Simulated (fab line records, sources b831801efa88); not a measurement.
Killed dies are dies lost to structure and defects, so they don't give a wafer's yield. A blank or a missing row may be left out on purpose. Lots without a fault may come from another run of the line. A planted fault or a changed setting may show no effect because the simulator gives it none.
Which tool did it? | flow sky130 | 13 lots, 39 wafers sampled, at 3 steps of a route of 708

WHAT THE GAUGES READ, wafer by wafer
The record holds no reading of a measuring or inspecting step that can be judged against a usual standard deviation.

WHICH TOOL RAN EACH LOT (tool, then ch and the chambers of the sampled wafers, then the start)
lot  | SKY_LI_CONTACT_ETCH_14             | SKY_LI_CONTACT_STRIP_16              | SKY_PAD_OPEN_PROBE_99
L325 | rie_diel-04 ch 2,3, day 29 16:10   | plasma_asher-03 ch 0,1, day 29 16:17 | -
L326 | rie_diel-03 ch 1,3, day 29 23:44   | plasma_asher-03 ch 0,1, day 29 23:52 | -
L328 | rie_diel-04 ch 0,1,2, day 30 23:08 | plasma_asher-01 ch 0,1, day 30 23:16 | -
L329 | rie_diel-02 ch 0,1,3, day 31 08:32 | plasma_asher-04 ch 0,1, day 31 08:40 | -
L335 | rie_diel-03 ch 0,2,3, day 33 03:56 | plasma_asher-01 ch 0,1, day 33 04:04 | -
L337 | rie_diel-04 ch 0,2,3, day 33 11:11 | plasma_asher-03 ch 0,1, day 33 11:19 | prober-01, day 48 22:27
L339 | rie_diel-04 ch 1,2,3, day 34 21:05 | plasma_asher-01 ch 0, day 34 21:13   | -
L340 | rie_diel-02 ch 0,1,2, day 34 23:14 | plasma_asher-01 ch 0,1, day 34 23:22 | -
L341 | rie_diel-04 ch 0,2,3, day 35 00:46 | plasma_asher-03 ch 0,1, day 35 00:53 | -
L342 | rie_diel-04 ch 0,1,3, day 35 09:32 | plasma_asher-03 ch 0,1, day 35 09:40 | -
L343 | rie_diel-03 ch 1,2, day 35 21:14   | plasma_asher-04 ch 0,1, day 35 21:22 | -
L345 | rie_diel-02 ch 0,1, day 36 05:35   | plasma_asher-04 ch 0, day 36 05:43   | -
L346 | rie_diel-04 ch 0,1,2, day 36 08:50 | plasma_asher-03 ch 0,1, day 36 09:00 | -
- SKY_LI_CONTACT_ETCH_14: etches BARC in N2/H2, stops on SiO2, time 45.9 s, target depth 60 nm.
- SKY_LI_CONTACT_STRIP_16: strips in O2/N2.
- SKY_PAD_OPEN_PROBE_99

WHAT THE TOOLS THEMSELVES READ (means of the sampled wafers that have a number; where no wafer has one, the mark that the record gives instead)
SKY_LI_CONTACT_ETCH_14.
lot  | tool        | drypump_motor_current_A (A) | oes_product_au (a.u.) | run_length_s (s) | throttle_valve_pct (%)
L325 | rie_diel-04 | 6.1                         | 0.850                 | 74.4             | 13.221
L326 | rie_diel-03 | 5.1                         | 0.854                 | 74.3             | 13.215
L328 | rie_diel-04 | 6.0                         | 0.903                 | 66.7             | 13.235
L329 | rie_diel-02 | 5.4                         | 0.855                 | 73.9             | 13.230
L335 | rie_diel-03 | 5.4                         | 0.855                 | 75.0             | 13.218
L337 | rie_diel-04 | 6.0                         | 0.855                 | 74.3             | 13.223
L339 | rie_diel-04 | 6.1                         | 0.859                 | 74.4             | 13.230
L340 | rie_diel-02 | 5.5                         | 0.853                 | 74.4             | 13.224
L341 | rie_diel-04 | 6.0                         | 0.851                 | 74.3             | 13.218
L342 | rie_diel-04 | 5.9                         | 0.854                 | 74.4             | 13.227
L343 | rie_diel-03 | 5.7                         | 0.856                 | 74.8             | 13.224
L345 | rie_diel-02 | 5.6                         | 0.850                 | 73.7             | 13.226
L346 | rie_diel-04 | 6.1                         | 0.855                 | 74.1             | 13.232

SKY_LI_CONTACT_STRIP_16.
lot  | tool            | drypump_motor_current_A (A) | o2_flow_sccm (sccm) | oes_product_au (a.u.) | strip_time_to_endpoint_s (s)
L325 | plasma_asher-03 | 6.4                         | 3003                | 0.375                 | 3.50
L326 | plasma_asher-03 | 6.0                         | 2996                | 0.378                 | 3.54
L328 | plasma_asher-01 | 5.3                         | 3001                | 0.379                 | 3.57
L329 | plasma_asher-04 | 6.2                         | 2999                | 0.375                 | 3.45
L335 | plasma_asher-01 | 5.3                         | 3000                | 0.374                 | 3.47
L337 | plasma_asher-03 | 6.4                         | 2998                | 0.378                 | 3.50
L339 | plasma_asher-01 | 5.3                         | 3004                | 0.379                 | 3.47
L340 | plasma_asher-01 | 5.3                         | 2992                | 0.377                 | 3.51
L341 | plasma_asher-03 | 6.4                         | 3003                | 0.377                 | 3.49
L342 | plasma_asher-03 | 6.4                         | 2993                | 0.379                 | 3.54
L343 | plasma_asher-04 | 6.3                         | 3000                | 0.375                 | 3.47
L345 | plasma_asher-04 | 6.2                         | 2996                | 0.371                 | 3.49
L346 | plasma_asher-03 | 6.4                         | 2995                | 0.375                 | 3.53

SKY_PAD_OPEN_PROBE_99.
lot  | tool      | killed_at_M0_to_M3 | killed_at_M4_up | killed_at_contacts | killed_at_front_end | killed_at_other | killed_dies | killed_open | killed_short
L337 | prober-01 | 52                 | 4.0             | 26                 | 18                  | 0.0             | 100         | 51          | 49

THE ANSWER, worked out from the rows above alone
Rule: what is usual is taken from the lots themselves. Put in order of their means at a reading, lots are off if they are a third of the lots or fewer, leave a main group of 4 or more, and stand apart from it by a gap of 3 or more times the standard deviation of the main group's means; of several such gaps the widest counts. A main group whose means are all the same, to the digits that the tables above print for the reading, isn't used. A lot without any number at a reading at which 4 lots or more have one is off too. The other lots that the step has rows for count as sound. The gauges are gone through in route order, then the tools' own readings, and for those a lot's mean is taken as printed above. The first step at which some lot is off is used, and at that step the reading that is off furthest; a lot without a number counts as furthest.
Off: L328, at SKY_LI_CONTACT_ETCH_14 (run_length_s). The main group: mean 74.3 s, standard deviation 0.33.
A tool fits if, at that step or a process step before it, it ran every lot that is off, and no sound lot after the first of them. None of those tried fits.

WHAT THE SIMULATOR HAD PUT IN
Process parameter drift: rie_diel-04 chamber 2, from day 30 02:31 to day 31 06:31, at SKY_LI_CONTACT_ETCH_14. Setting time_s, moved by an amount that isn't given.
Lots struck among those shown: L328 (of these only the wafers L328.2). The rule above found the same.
